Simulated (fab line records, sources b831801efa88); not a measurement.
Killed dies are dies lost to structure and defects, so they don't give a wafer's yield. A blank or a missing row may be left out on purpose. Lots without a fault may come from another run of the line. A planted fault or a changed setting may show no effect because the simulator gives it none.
One fault seen from 2 desks | flow gf180mcu | each desk has only its own numbers; what lay behind them comes last

THE TOOL OWNER'S DESK: pvd_sputter-01
The tool's own readings at GF_M1_SPUTTER_03 (material Ti, target thk 10 nm, time 6.7 s): means of the sampled wafers that have a number, for each lot that ran on this tool. A lot is out of limits, marked OUT, if its mean lies more than 4 standard deviations from the usual mean; the brackets give that distance.
Columns: A = throttle_valve_pct at GF_M1_SPUTTER_03, usual 29.5 %
lot  | first seen here | A
L595 | day 17 13:36    | 28.1
L603 | day 19 21:28    | 29.1
L604 | day 20 09:08    | 28.8
L614 | day 23 20:35    | 28.6
This desk's finding: nothing out of limits on any of the 4 lots.

THE METROLOGY DESK
What the gauges read, lot by lot, whatever tool the lot ran on: means of the sampled wafers that have a number. A lot is out of limits, marked OUT, if its mean lies more than 4 standard deviations from the usual mean; the brackets give that distance.
Columns: A = CONTACT_W_RS at GF_CONTACT_RS_MEAS_25, usual 0.380 ohm/sq; B = CONTACT_W_THK at GF_CONTACT_THK_MEAS_26, usual 299 nm
lot  | first seen here | A     | B
L594 | day 17 07:49    | 0.381 | 299
L595 | day 17 13:00    | 0.378 | 296
L603 | day 19 20:53    | 0.384 | 296
L604 | day 20 08:31    | 0.372 | 302
L609 | day 22 02:51    | 0.389 | 292
L614 | day 23 19:59    | 0.385 | 296
This desk's finding: nothing out of limits on any of the 6 lots.

PUT TOGETHER
The tool owner's desk saw nothing out of limits.
The metrology desk saw nothing out of limits.

WHAT THE SIMULATOR HAD PUT IN
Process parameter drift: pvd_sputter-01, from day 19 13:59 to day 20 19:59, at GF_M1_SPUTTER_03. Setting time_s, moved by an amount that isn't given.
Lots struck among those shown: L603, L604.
